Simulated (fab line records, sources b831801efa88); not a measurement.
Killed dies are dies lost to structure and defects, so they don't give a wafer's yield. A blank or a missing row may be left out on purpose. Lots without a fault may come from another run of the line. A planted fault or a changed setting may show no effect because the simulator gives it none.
fab line records | flow gf180mcu
record lots=15 wafers=45 last_day=34
route steps=602 shown V4@501 MIM@504
lots that met no fault: from a run of the same line without faults
start_h: hours from the record's first day to the start of the lot's first wafer shown | wait_h: hours since the lot's step before | " the same as in the row above | L1.1+2: a row that stands for several wafers | - no value, or no start given | * or withheld: withheld | < > ~ a bound
route shown NAME@n: a module of which the file shows steps, and the number in the route of the first | usual: mean/standard deviation of fault-free wafers | same: alike in all rows | chamber/n: place in a boat | sites: the reading at each site | _std_site: their standard deviation | _edge_site: outer sites' mean less inner sites' | radius_mm: how far each site lies from the wafer's centre | mask NAME#n: copy n | behind: the tool/chamber that last shaped the wafer | hold: why the lot was held/for how many hours/how that ended | device: the transistor (n, p or np) that didn't switch | end of line: the same wafers' tests at the end of the route | a step without rows: its recipe alone | killed: dies lost to structure and defects at the first sort, not the wafer's yield | map: a wafer's dies, x killed, . not, _ none there
set.NAME: the setting as run; set.NAME@STEP: as run at that earlier step | model.NAME: the simulator's own value behind a step, which no gauge read
steps of the route over a sample of lots; a table a step, a row a wafer
services: from which hour (start_h, from the record's first day; less than 0 if before it) a tool's chamber was out of use, for how many hours, and why
## steps
# step GF_V4_THK_MEAS_25
# recipe thk_meas_gauge=xrf reads=W_of_V4_CVD_23
# usual V4_W_THK=358/7.5
# columns lot.wafer tool chamber start_h wait_h V4_W_THK[nm]
L127.2 film_metro-03 - 563.10 0.1 352
L127.3 " - " " 361
L127.5 " - " " 362
L128.2 film_metro-03 - 576.70 0.1 365
L128.3 " - " " 360
L128.5 " - " " 354
L131.1 film_metro-04 - 609.81 0.1 346
L131.2 " - " " 346
L131.3 " - " " 350
L132.2 film_metro-04 - 611.22 0.1 345
L132.3 " - " " 345
L132.6 " - " " 347
L133.1 film_metro-01 - 618.33 0.1 361
L133.2 " - " " 368
L133.4 " - " " 368
L135.3 film_metro-03 - 634.53 0.1 359
L135.4 " - " " 355
L135.5 " - " " 355
L136.1 film_metro-04 - 636.41 0.1 353
L136.3 " - " " 360
L136.6 " - " " 362
L137.1 film_metro-04 - 641.61 0.1 365
L137.2 " - " " 364
L137.4 " - " " 361
L142.1 film_metro-03 - 677.62 0.1 362
L142.2 " - " " 358
L142.3 " - " " 362
L144.2 film_metro-04 - 694.58 0.1 362
L144.3 " - " " 362
L144.4 " - " " 368
L145.2 film_metro-01 - 695.54 0.1 358
L145.5 " - " " 359
L145.6 " - " " 361
L146.2 film_metro-03 - 703.19 0.1 372
L146.3 " - " " 371
L146.5 " - " " 370
L148.2 film_metro-01 - 717.19 0.1 357
L148.4 " - " " 358
L148.6 " - " " 358
L149.3 film_metro-01 - 722.43 0.1 357
L149.5 " - " " 356
L149.6 " - " " 355
L150.1 film_metro-01 - 730.69 0.1 362
L150.2 " - " " 366
L150.4 " - " " 363
# step GF_V4_CMP_26
# recipe stop_on=SiO2 down_force_psi=3.5 platen_rpm=60 t_overpolish_s=15 target_thk_nm=0 pad_velocity_m_s=0.94248
# usual edge_zone_pressure_frac=1.000/0.0052 motor_current_A=11.4/0.81 overpolish_run_s=15.000/0.0091 retaining_ring_pressure_frac=0.999/0.0051 time_to_endpoint_s=85/3.2
# columns lot.wafer tool chamber start_h wait_h edge_zone_pressure_frac motor_current_A overpolish_run_s retaining_ring_pressure_frac time_to_endpoint_s
L127.2 cmp-01 3 563.22 0.1 0.997 10.7 15.004 0.999 80
L127.3 " 0 " " 1.001 11.7 15.004 0.999 88
L127.5 " 2 " " 0.998 10.6 14.974 1.000 84
L128.3 cmp-01 2 577.01 0.3 0.998 10.5 15.012 0.991 84
L128.2 " 3 " " 0.999 10.6 14.996 0.995 86
L128.5 " 3 " " 1.008 10.8 15.014 1.000 85
L131.3 cmp-01 0 609.87 0.0 1.000 11.5 14.994 1.003 86
L131.1 " 1 " " 0.996 12.2 15.009 0.998 85
L131.2 " 2 " " 1.001 10.5 14.995 0.998 82
L132.3 cmp-01 3 611.37 0.1 0.999 10.8 14.992 1.007 82
L132.2 " 0 " " 0.994 11.7 14.997 1.004 84
L132.6 " 2 " " 0.995 10.4 15.002 0.999 79
L133.2 cmp-02 3 618.44 0.1 0.999 12.9 14.994 1.002 85
L133.1 " 0 " " 0.993 10.5 14.990 0.996 85
L133.4 " 1 " " 1.005 12.5 15.000 1.002 87
L135.4 cmp-02 1 634.62 0.1 0.990 11.9 15.007 0.995 80
L135.3 " 3 " " 1.002 12.4 15.010 0.994 81
L135.5 " 1 " " 1.001 11.7 14.995 0.998 81
L136.1 cmp-01 1 636.47 0.1 0.997 11.8 15.008 0.993 87
L136.3 " 2 " " 1.009 10.8 15.025 1.007 81
L136.6 " 2 " " 1.005 10.2 15.009 1.004 83
L137.4 cmp-01 0 641.67 0.0 0.991 11.2 15.026 0.999 88
L137.1 " 2 " " 1.008 10.6 15.004 0.994 87
L137.2 " 3 " " 1.010 10.2 14.998 1.004 84
L142.3 cmp-02 2 677.74 0.1 0.994 13.1 14.992 1.002 84
L142.1 " 3 " " 0.997 12.1 15.005 1.003 81
L142.2 " 0 " " 0.995 11.3 14.999 1.003 80
L144.3 cmp-02 3 694.68 0.1 1.002 12.3 15.000 0.995 87
L144.2 " 0 " " 0.995 10.9 14.997 1.008 86
L144.4 " 1 " " 0.998 11.6 14.993 1.003 88
L145.2 cmp-01 0 695.74 0.2 0.993 10.6 14.997 1.004 86
L145.6 " 1 " " 0.997 11.0 15.016 1.000 85
L145.5 " 2 " " 1.015 10.5 15.018 1.004 81
L146.3 cmp-02 1 703.24 0.0 1.008 11.7 14.998 0.995 90
L146.2 " 3 " " 0.998 12.0 15.010 1.004 89
L146.5 " 2 " " 0.991 13.1 14.998 0.993 89
L148.2 cmp-01 3 717.24 0.0 1.001 10.8 14.997 0.993 82
L148.4 " 2 " " 1.003 10.3 15.005 1.003 83
L148.6 " 0 " " 0.993 11.3 14.993 1.005 86
L149.3 cmp-02 1 722.57 0.1 0.996 11.7 14.999 0.999 86
L149.6 " 3 " " 0.999 12.1 14.998 1.000 85
L149.5 " 0 " " 1.011 10.9 14.995 0.998 87
L150.2 cmp-02 0 730.75 0.0 1.005 11.4 14.983 1.000 88
L150.4 " 1 " " 0.997 11.4 15.001 0.992 88
L150.1 " 3 " " 1.009 12.5 15.013 1.007 82
# step GF_MIM_SPUTTER_01
# recipe material=TiN target_thk_nm=30 power_w=6500 time_s=25 chamber_pressure_pa=0.4
# usual cathode_dc_power_W=6500.0/1.2 chamber_pressure_pa=0.3998/0.00089 throttle_valve_pct=30.1/1 time_s=25/0
# columns lot.wafer tool chamber start_h wait_h cathode_dc_power_W chamber_pressure_pa throttle_valve_pct time_s
L127.2 pvd_sputter-03 - 563.57 0.1 6502.3 0.4003 32.8 25
L127.3 " - " " 6497.0 0.4000 29.2 25
L127.5 " - " " 6500.8 0.3998 29.3 25
L128.2 pvd_sputter-04 - 577.41 0.1 6498.7 0.3976 30.2 25
L128.3 " - " " 6498.7 0.3989 29.9 25
L128.5 " - " " 6500.3 0.4014 31.0 25
L131.1 pvd_sputter-01 - 610.27 0.1 6498.8 0.3996 28.7 25
L131.2 " - " " 6498.8 0.4008 29.0 25
L131.3 " - " " 6501.6 0.4001 30.0 25
L132.2 pvd_sputter-01 - 611.67 0.1 6500.3 0.3999 30.4 25
L132.3 " - " " 6500.5 0.4003 28.9 25
L132.6 " - " " 6498.0 0.4007 28.7 25
L133.1 pvd_sputter-01 - 618.79 0.1 6500.3 0.4002 30.4 25
L133.2 " - " " 6498.2 0.3983 28.6 25
L133.4 " - " " 6498.7 0.3994 29.0 25
L135.3 pvd_sputter-04 - 634.97 0.1 - - - -
L135.4 " - " " - - - -
L135.5 " - " " - - - -
L136.1 pvd_sputter-04 - 636.87 0.1 - - - -
L136.3 " - " " - - - -
L136.6 " - " " - - - -
L137.1 pvd_sputter-03 - 642.07 0.1 - - - -
L137.2 " - " " - - - -
L137.4 " - " " - - - -
L142.1 pvd_sputter-04 - 678.14 0.1 6500.6 0.4006 29.8 25
L142.2 " - " " 6500.4 0.3989 30.2 25
L142.3 " - " " 6499.5 0.3995 30.6 25
L144.2 pvd_sputter-04 - 695.03 0.1 6502.5 0.3997 30.0 25
L144.3 " - " " 6499.5 0.4003 30.9 25
L144.4 " - " " 6499.4 0.3997 29.7 25
L145.2 pvd_sputter-04 - 695.99 0.1 6499.7 0.4013 30.6 25
L145.5 " - " " 6499.8 0.3999 31.0 25
L145.6 " - " " 6499.2 0.3983 29.7 25
L146.2 pvd_sputter-01 - 703.64 0.1 6500.7 0.3987 28.8 25
L146.3 " - " " 6499.8 0.3990 30.1 25
L146.5 " - " " 6498.6 0.3988 28.9 25
L148.2 pvd_sputter-01 - 717.64 0.1 6501.0 0.3993 29.6 25
L148.4 " - " " 6501.3 0.4011 28.7 25
L148.6 " - " " 6501.3 0.4003 29.0 25
L149.3 pvd_sputter-04 - 722.87 0.1 6501.4 0.3996 31.2 25
L149.5 " - " " 6500.9 0.3996 30.1 25
L149.6 " - " " 6500.3 0.3992 31.2 25
L150.1 pvd_sputter-03 - 731.15 0.1 6498.3 0.4010 29.3 25
L150.2 " - " " 6499.9 0.4008 32.8 25
L150.4 " - " " 6501.1 0.4004 30.0 25
# step GF_MIM_SPUTTER_03
# recipe material=Ti target_thk_nm=10 substrate_temp_c=300 chamber_pressure_pa=0.3 power_w=3000 time_s=6.7
# usual cathode_dc_power_W=2999.9/0.5 chamber_pressure_pa=0.2999/0.00061 throttle_valve_pct=30.1/1
# same time_s=6.7
# columns lot.wafer tool chamber start_h wait_h cathode_dc_power_W chamber_pressure_pa throttle_valve_pct
L127.2 pvd_sputter-03 - 563.63 0.0 2999.9 0.2986 33.1
L127.3 " - " " 3000.1 0.2997 29.3
L127.5 " - " " 2999.9 0.3000 29.4
L128.2 pvd_sputter-04 - 577.47 0.0 2999.5 0.2999 30.5
L128.3 " - " " 2999.8 0.2993 29.6
L128.5 " - " " 2999.7 0.2997 30.6
L131.1 pvd_sputter-01 - 610.33 0.0 2999.7 0.2996 28.6
L131.2 " - " " 2999.7 0.2999 28.9
L131.3 " - " " 2999.5 0.2996 29.9
L132.2 pvd_sputter-01 - 611.73 0.0 3000.3 0.2992 30.5
L132.3 " - " " 3000.3 0.3001 29.2
L132.6 " - " " 3000.8 0.2999 28.8
L133.1 pvd_sputter-01 - 618.85 0.0 2999.7 0.3001 30.7
L133.2 " - " " 2999.4 0.3002 29.0
L133.4 " - " " 3000.1 0.3007 29.0
L135.3 pvd_sputter-04 - 635.03 0.0 2999.5 0.3005 29.7
L135.4 " - " " 3000.5 0.3000 29.5
L135.5 " - " " 2999.7 0.3006 31.1
L136.1 pvd_sputter-04 - 636.93 0.0 2999.3 0.2988 29.6
L136.3 " - " " 3000.5 0.2995 30.4
L136.6 " - " " 3000.9 0.2993 31.1
L137.1 pvd_sputter-03 - 642.13 0.0 3000.6 0.3004 33.0
L137.2 " - " " 3000.7 0.3014 30.2
L137.4 " - " " 2999.8 0.2997 29.3
L142.1 pvd_sputter-04 - 678.20 0.0 3000.0 0.2999 29.7
L142.2 " - " " 2999.4 0.2997 30.2
L142.3 " - " " 3000.5 0.3001 30.8
L144.2 pvd_sputter-04 - 695.09 0.0 3000.5 0.2996 30.2
L144.3 " - " " 2998.6 0.2991 30.9
L144.4 " - " " 2999.7 0.3001 29.2
L145.2 pvd_sputter-04 - 696.05 0.0 3000.0 0.2997 30.7
L145.5 " - " " 3000.0 0.3000 31.0
L145.6 " - " " 2999.0 0.2992 29.3
L146.2 pvd_sputter-01 - 703.70 0.0 3000.4 0.3001 29.0
L146.3 " - " " 3000.1 0.3011 30.6
L146.5 " - " " 2999.5 0.3008 29.0
L148.2 pvd_sputter-01 - 717.70 0.0 2999.1 0.3002 30.0
L148.4 " - " " 2999.9 0.3004 28.7
L148.6 " - " " 3000.3 0.3004 29.0
L149.3 pvd_sputter-04 - 722.93 0.0 2999.2 0.2994 31.2
L149.5 " - " " 3000.6 0.2999 30.1
L149.6 " - " " 2999.4 0.3005 31.2
L150.1 pvd_sputter-03 - 731.21 0.0 3000.5 0.2994 29.3
L150.2 " - " " 3000.2 0.3001 33.3
L150.4 " - " " 3000.8 0.3002 29.9
## services
# columns tool chamber start_h hours kind
cmp-02 - 545.42 0.8 repair
pvd_sputter-03 - 571.32 8.4 repair
cmp-02 - 575.96 4.0 pm
cmp-02 - 579.96 - consumable_replace:conditioner
cmp-02 - 579.96 - consumable_replace:pad
cmp-02 - 591.54 3.5 pm
pvd_sputter-03 - 620.23 1.0 repair
cmp-02 - 634.11 0.3 repair
pvd_sputter-01 - 651.30 9.6 repair
cmp-01 - 668.69 0.5 repair
pvd_sputter-03 - 678.42 2.7 repair
cmp-01 - 684.07 1.4 repair
cmp-02 - 713.77 0.5 repair
pvd_sputter-03 - 723.45 1.7 repair
## key
first_sign step=GF_MIM_SPUTTER_01 reading=tool_record direction=missing
effect none on later readings
met_at GF_MIM_SPUTTER_01
struck_lots L135,L136,L137
later_rows_left_out L135.3,L135.4,L135.5,L136.1,L136.3,L136.6,L137.1,L137.2,L137.4
sort_left_out L135.3,L135.4,L135.5,L136.1,L136.3,L136.6,L137.1,L137.2,L137.4
not_acting_at GF_V4_THK_MEAS_25,GF_V4_CMP_26,GF_MIM_SPUTTER_03
onset_between 577.41 634.97
fault kind=skipped_step_whole tool=pvd_sputter-03,pvd_sputter-04 chamber=- onset_h=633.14 steps=GF_MIM_SPUTTER_01 scope=struck_lots_only
# sort_left_out: the simulated sort isn't trusted on such a fault, so these wafers' sort isn't shown, and their yield isn't known
# later_rows_left_out: the simulator's readings of these wafers behind a module that went badly wrong aren't trusted and aren't shown, but for the sort
